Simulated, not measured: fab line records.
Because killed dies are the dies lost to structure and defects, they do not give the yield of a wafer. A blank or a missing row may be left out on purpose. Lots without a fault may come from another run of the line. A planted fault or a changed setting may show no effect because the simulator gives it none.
fab line records    flow sky130
record: lots: 11  wafers: 30  lastDay: 50
route steps=708 shown METAL3@532 VIA3@594 METAL4@630
lots with no fault: from the same line, run without faults
startH: the number of hours between the record's first day and the start of the first shown wafer of the lot    waitH: how many hours have passed since the lot's step before this one    " as in the row above    L1.1+2: a single row standing in for several wafers    - no value, or no start was given    * or withheld: withheld    < > ~ a bound
route shown NAME@n: a module of which the file shows steps, and the number in the route of the first    usual: mean/standard deviation taken from wafers without a fault    same: alike in all rows    chamber/n: place in a boat    sites: each site's reading    _std_site: the standard deviation of these    _edge_site: the outer-site mean with the inner-site mean subtracted    radiusMm: how far each site lies from the wafer's centre    mask NAME#n: copy n    behind: tool/chamber where the wafer was last shaped    hold: what put the lot on hold/how long, in hours/how the hold closed    device: whichever transistor did not switch (one of n, p or np)    end of line: the tests these same wafers got at the end of their route    step lacking rows: just its recipe    killed: the dies lost at the first sort to structure and to defects; this is not the yield of the wafer    map: per-die view of a wafer (x killed, . not killed, _ where there is no die)
set.NAME: the setting that was run; set.NAME@STEP: the one run at that earlier step    model.NAME: the simulator's own value behind a step, which no gauge read
the route's steps for a sample of lots (tables are steps, rows are wafers)
services: from which hour (startH, from the record's first day; less than 0 if before it) a tool's chamber was out of use, for how many hours, and why
== steps ==
step: SKY_METAL3_SPUTTER_00
recipe: material: Ti  targetThkNm: 15  powerW: 3000  timeS: 10  chamberPressurePa: 0.4
usual: throttleValvePct: 29.4/0.8
lot.wafer  tool           chamber  startH   waitH  throttleValvePct
L828.1     pvdSputter-02  -        845.19   0.2    28.8
L828.3     "              -        "        "      29.8
L828.5     "              -        "        "      28.0
L829.2     pvdSputter-01  -        858.64   0.2    28.4
L829.4     "              -        "        "      29.5
L829.5     "              -        "        "      29.2
L831.1     pvdSputter-02  -        870.03   0.2    28.4
L831.2     "              -        "        "      29.2
L831.5     "              -        "        "      28.3
L834.2     pvdSputter-01  -        900.43   0.2    30.8
L834.5     "              -        "        "      29.1
L834.6     "              -        "        "      30.6
L835.2     pvdSputter-01  -        921.05   0.2    29.5
L835.3     "              -        "        "      30.7
L835.4     "              -        "        "      29.2
L836.4     pvdSputter-01  -        937.06   0.2    28.3
L836.5     "              -        "        "      29.1
L836.6     "              -        "        "      30.6
L843.2     pvdSputter-01  -        967.34   0.1    31.0
L843.5     "              -        "        "      30.8
L844.2     pvdSputter-04  -        974.97   0.1    29.8
L844.5     "              -        "        "      31.0
L846.4     pvdSputter-02  -        996.01   0.1    29.5
L846.6     "              -        "        "      28.3
L847.1     pvdSputter-02  -        1001.99  0.2    28.2
L847.3     "              -        "        "      29.0
L847.4     "              -        "        "      29.4
L849.1     pvdSputter-01  -        1004.59  0.1    28.6
L849.3     "              -        "        "      29.7
L849.5     "              -        "        "      31.0
step: SKY_METAL3_DESCUM_15
recipe: chemistry: O2  sourcePowerW: 150  biasPowerW: 0  pressureMtorr: 10  tempC: 40  timeS: 8
usual: drypumpMotorCurrentA: 6.02/0.28  oesProductAu: 1.003/0.01  tempC: 40.00/0.11
same: biasPowerW: 0
lot.wafer  tool         chamber  startH   waitH  drypumpMotorCurrentA  oesProductAu  rfHoursCounterH  tempC
L828.1     rieMetal-03  0        896.72   0.0    6.04                  1.007         9                40.18
L828.3     "            0        "        "      6.04                  1.000         -                40.11
L828.5     "            0        "        "      6.05                  0.999         -                40.11
L829.2     rieMetal-01  1        910.41   0.0    5.51                  1.002         14               39.96
L829.4     "            1        "        "      5.47                  0.989         -                40.09
L829.5     "            0        "        "      6.42                  1.006         -                40.03
L831.1     rieMetal-01  1        921.23   0.0    5.51                  0.993         15               40.12
L831.2     "            0        "        "      6.41                  0.992         3                40.23
L831.5     "            0        "        "      6.42                  0.992         -                40.12
L834.2     rieMetal-03  0        951.13   0.0    6.04                  1.003         11               39.98
L834.5     "            0        "        "      6.03                  1.002         -                39.93
L834.6     "            1        "        "      6.24                  1.000         -                40.05
L835.2     rieMetal-01  0        971.03   0.0    6.42                  1.000         6                39.93
L835.3     "            0        "        "      6.41                  1.004         -                39.81
L835.4     "            1        "        "      5.47                  0.998         -                40.10
L836.4     rieMetal-01  1        985.44   0.0    5.49                  0.998         -                39.94
L836.5     "            1        "        "      5.48                  0.997         -                40.03
L836.6     "            0        "        "      6.41                  1.000         -                39.92
L843.2     rieMetal-04  1        1015.66  0.0    6.07                  1.013         18               39.82
L843.5     "            0        "        "      5.81                  1.013         -                40.21
L844.2     rieMetal-04  0        1024.19  0.0    5.82                  1.020         -                39.85
L844.5     "            0        "        "      5.79                  1.023         -                39.99
L846.4     rieMetal-03  1        1042.22  0.0    6.25                  0.996         -                40.14
L846.6     "            1        "        "      6.21                  0.999         -                39.90
L847.1     rieMetal-04  0        1047.76  0.0    5.82                  1.023         19               40.00
L847.3     "            0        "        "      5.82                  1.010         -                39.95
L847.4     "            0        "        "      5.84                  1.019         -                40.03
L849.1     rieMetal-03  0        1049.83  0.0    6.04                  1.008         16               40.05
L849.3     "            0        "        "      6.04                  0.993         -                39.76
L849.5     "            0        "        "      6.03                  1.000         -                39.92
step: SKY_VIA3_CVD_21
recipe: material: W  targetThkNm: 390  timeS: 117.31  tempC: 400  pressureTorr: 40
usual: heaterPowerW: 840/58
lot.wafer  tool     chamber  startH   waitH  heaterPowerW
L828.1     cvdW-02  0        924.06   0.0    877
L828.3     "        1        "        "      843
L828.5     "        0        "        "      890
L829.2     cvdW-02  0        937.87   0.0    895
L829.4     "        0        "        "      891
L829.5     "        0        "        "      896
L831.1     cvdW-01  1        948.49   0.0    860
L831.2     "        0        "        "      730
L831.5     "        0        "        "      746
L834.2     cvdW-02  1        977.87   0.0    850
L834.5     "        0        "        "      870
L834.6     "        1        "        "      848
L835.2     cvdW-02  0        997.68   0.0    895
L835.3     "        1        "        "      855
L835.4     "        0        "        "      944
L836.4     cvdW-01  1        1010.76  0.1    875
L836.5     "        1        "        "      872
L836.6     "        0        "        "      731
L843.2     cvdW-02  1        1040.91  0.1    833
L843.5     "        1        "        "      824
L844.2     cvdW-02  0        1049.16  0.1    899
L844.5     "        0        "        "      926
L846.4     cvdW-02  1        1066.45  0.0    858
L846.6     "        0        "        "      885
L847.1     cvdW-01  1        1071.73  0.0    862
L847.3     "        0        "        "      748
L847.4     "        1        "        "      879
L849.1     cvdW-01  1        1073.54  0.0    901
L849.3     "        0        "        "      765
L849.5     "        0        "        "      777
step: SKY_VIA3_RS_MEAS_22
recipe: thkMeasGauge: four-point-probe  reads: W_of_VIA3_CVD_21+TiN_of_VIA3_SPUTTER_20
usual: VIA3_W_RS: 0.296/0.0039
lot.wafer  tool          chamber  startH   waitH  VIA3_W_RS[ohm/sq]
L828.1     filmMetro-04  -        924.18   0.1    0.298
L828.3     "             -        "        "      0.298
L828.5     "             -        "        "      0.299
L829.2     filmMetro-04  -        938.01   0.1    0.294
L829.4     "             -        "        "      0.297
L829.5     "             -        "        "      0.295
L831.1     filmMetro-03  -        948.61   0.1    0.294
L831.2     "             -        "        "      0.290
L831.5     "             -        "        "      0.290
L834.2     filmMetro-04  -        978.01   0.1    0.300
L834.5     "             -        "        "      0.299
L834.6     "             -        "        "      0.299
L835.2     filmMetro-04  -        997.82   0.1    0.301
L835.3     "             -        "        "      0.299
L835.4     "             -        "        "      0.301
L836.4     filmMetro-04  -        1010.90  0.1    0.287
L836.5     "             -        "        "      0.289
L836.6     "             -        "        "      0.289
L843.2     filmMetro-04  -        1041.13  0.2    0.298
L843.5     "             -        "        "      0.189
L844.2     filmMetro-02  -        1049.39  0.2    0.300
L844.5     "             -        "        "      0.191
L846.4     filmMetro-03  -        1066.60  0.1    0.297
L846.6     "             -        "        "      0.190
L847.1     filmMetro-03  -        1071.86  0.1    0.295
L847.3     "             -        "        "      0.293
L847.4     "             -        "        "      0.297
L849.1     filmMetro-04  -        1073.67  0.1    0.295
L849.3     "             -        "        "      0.290
L849.5     "             -        "        "      0.294
step: SKY_VIA3_THK_MEAS_23
recipe: thkMeasGauge: xrf  reads: W_of_VIA3_CVD_21
usual: VIA3_W_THK: 398/6.7
lot.wafer  tool          chamber  startH   waitH  VIA3_W_THK[nm]
L828.1     filmMetro-04  -        924.30   0.1    391
L828.3     "             -        "        "      389
L828.5     "             -        "        "      387
L829.2     filmMetro-04  -        938.12   0.1    395
L829.4     "             -        "        "      396
L829.5     "             -        "        "      400
L831.1     filmMetro-03  -        948.73   0.1    393
L831.2     "             -        "        "      396
L831.5     "             -        "        "      399
L834.2     filmMetro-04  -        978.12   0.1    391
L834.5     "             -        "        "      391
L834.6     "             -        "        "      392
L835.2     filmMetro-04  -        997.93   0.1    387
L835.3     "             -        "        "      387
L835.4     "             -        "        "      385
L836.4     filmMetro-04  -        1010.99  0.1    407
L836.5     "             -        "        "      405
L836.6     "             -        "        "      406
L843.2     filmMetro-04  -        1041.24  0.1    391
L843.5     "             -        "        "      -
L844.2     filmMetro-02  -        1049.50  0.1    401
L844.5     "             -        "        "      -
L846.4     filmMetro-03  -        1066.69  0.1    399
L846.6     "             -        "        "      -
L847.1     filmMetro-03  -        1071.98  0.1    403
L847.3     "             -        "        "      406
L847.4     "             -        "        "      403
L849.1     filmMetro-04  -        1073.79  0.1    398
L849.3     "             -        "        "      404
L849.5     "             -        "        "      399
step: SKY_VIA3_CMP_24
recipe: stopOn: SiO2  tOverpolishS: 20  downForcePsi: 3.5  platenRpm: 60  targetThkNm: 0  padVelocityMS: 0.94248
usual: edgeZonePressureFrac: 1.001/0.0044  motorCurrentA: 10.6/0.76  timeToEndpointS: 93/3.7
lot.wafer  tool    chamber  startH   waitH  edgeZonePressureFrac  motorCurrentA  timeToEndpointS
L828.3     cmp-01  1        924.41   0.1    0.998                 10.8           94
L828.1     "       2        "        "      1.001                 12.1           90
L828.5     "       0        "        "      1.002                 9.8            87
L829.2     cmp-01  3        938.27   0.1    1.002                 11.2           98
L829.4     "       0        "        "      1.006                 9.7            91
L829.5     "       1        "        "      0.996                 10.4           101
L831.1     cmp-01  3        948.79   0.1    0.997                 10.9           101
L831.2     "       0        "        "      1.004                 9.5            91
L831.5     "       3        "        "      1.002                 10.9           98
L834.2     cmp-01  2        978.22   0.1    1.009                 12.1           95
L834.5     "       1        "        "      0.999                 10.6           96
L834.6     "       2        "        "      1.000                 11.8           90
L835.4     cmp-01  0        997.98   0.0    1.006                 9.9            90
L835.3     "       1        "        "      1.001                 10.5           96
L835.2     "       2        "        "      1.009                 11.8           94
L836.4     cmp-01  1        1011.12  0.1    1.004                 10.6           100
L836.6     "       3        "        "      0.989                 11.2           91
L836.5     "       0        "        "      0.992                 9.7            92
L843.2     cmp-01  2        1041.44  0.2    1.004                 11.9           91
L843.5     "       3        "        "      0.995                 10.8           150
L844.2     cmp-02  3        1049.60  0.1    1.004                 10.0           93
L844.5     "       3        "        "      1.003                 10.5           141
L846.4     cmp-01  2        1066.87  0.2    1.001                 12.4           97
L846.6     "       3        "        "      0.994                 11.4           144
L847.3     cmp-01  0        1072.04  0.0    1.003                 9.2            91
L847.4     "       2        "        "      1.007                 11.7           96
L847.1     "       3        "        "      1.000                 11.6           94
L849.3     cmp-01  1        1073.85  0.0    1.005                 11.1           99
L849.1     "       3        "        "      0.996                 11.1           100
L849.5     "       1        "        "      1.005                 10.5           100
step: SKY_METAL4_OVL_MEAS_14
usual: METAL4_OVL: -4/5.6
lot.wafer  tool        chamber  startH   waitH  METAL4_OVL[nm]
L828.1     overlay-02  -        973.73   0.1    -4
L828.3     "           -        "        "      3
L828.5     "           -        "        "      -6
L829.2     overlay-02  -        986.53   0.1    -3
L829.4     "           -        "        "      -1
L829.5     "           -        "        "      -3
L831.1     overlay-02  -        997.04   0.1    3
L831.2     "           -        "        "      1
L831.5     "           -        "        "      -4
L834.2     overlay-01  -        1025.83  0.1    -3
L834.5     "           -        "        "      -1
L834.6     "           -        "        "      -9
L835.2     overlay-01  -        1044.43  0.1    6
L835.3     "           -        "        "      4
L835.4     "           -        "        "      0
L836.4     overlay-02  -        1056.20  0.1    -14
L836.5     "           -        "        "      -3
L836.6     "           -        "        "      -10
L843.2     overlay-01  -        1085.33  0.1    -15
L843.5     "           -        "        "      -9
L844.2     overlay-01  -        1091.63  0.1    -6
L844.5     "           -        "        "      -3
L846.4     overlay-01  -        1108.94  0.1    -1
L846.6     "           -        "        "      -4
L847.1     overlay-02  -        1114.18  0.1    -8
L847.3     "           -        "        "      -1
L847.4     "           -        "        "      -11
L849.1     overlay-02  -        1114.77  0.1    -19
L849.3     "           -        "        "      -8
L849.5     "           -        "        "      -13
== services ==
tool           chamber  startH   hours  kind
cmp-01         -        865.34   0.4    repair
pvdSputter-01  -        867.85   1.5    repair
pvdSputter-01  -        883.75   1.2    repair
cmp-01         -        897.77   2.9    repair
cvdW-01        -        898.18   6.0    pm
cvdW-01        -        904.18   14.0   pm
pvdSputter-04  -        907.88   53.0   repair
cmp-02         -        912.00   4.0    pm
pvdSputter-02  -        920.56   5.9    repair
rieMetal-01    -        926.48   0.4    repair
cvdW-01        -        937.25   0.7    repair
cmp-02         -        940.30   20.5   pm
cmp-01         -        960.99   6.4    pm
cvdW-02        -        969.65   1.5    repair
cvdW-02        -        1016.87  6.0    pm
rieMetal-04    1        1019.34  12.3   repair
cmp-01         -        1027.77  1.6    repair
cvdW-02        0        1032.18  12.2   repair
rieMetal-04    1        1046.88  4.4    repair
cvdW-02        1        1048.45  10.1   repair
pvdSputter-02  -        1055.99  10.5   repair
rieMetal-03    -        1060.94  0.9    repair
rieMetal-01    0        1062.07  19.1   repair
cmp-01         -        1068.70  2.3    repair
== key ==
firstSign: step: SKY_VIA3_RS_MEAS_22  reading: VIA3_W_RS  direction: down  sigmas: 27  usual: 0.296  struck: 0.190
effect: step: SKY_VIA3_THK_MEAS_23  reading: VIA3_W_THK  direction: missing
effect: step: SKY_VIA3_CMP_24  reading: timeToEndpointS  direction: up  sigmas: 14  usual: *  struck: *
metAt SKY_VIA3_CVD_21
struckLots L843,L844,L846
struckWafers L843.5,L844.5,L846.6
notActingAt SKY_METAL3_SPUTTER_00,SKY_METAL3_DESCUM_15,SKY_METAL4_OVL_MEAS_14
onsetBetween 997.68 1040.91
fault: kind: processParameterDrift  tool: cvdW-02  chamber: -  onsetH: 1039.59  steps: SKY_VIA3_CVD_21  channel: targetThkNm  offset: 219.16  shape: step  endH: 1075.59  scope: struckWafersOnly  actsIn: theseRecipesOnly  stated: 390
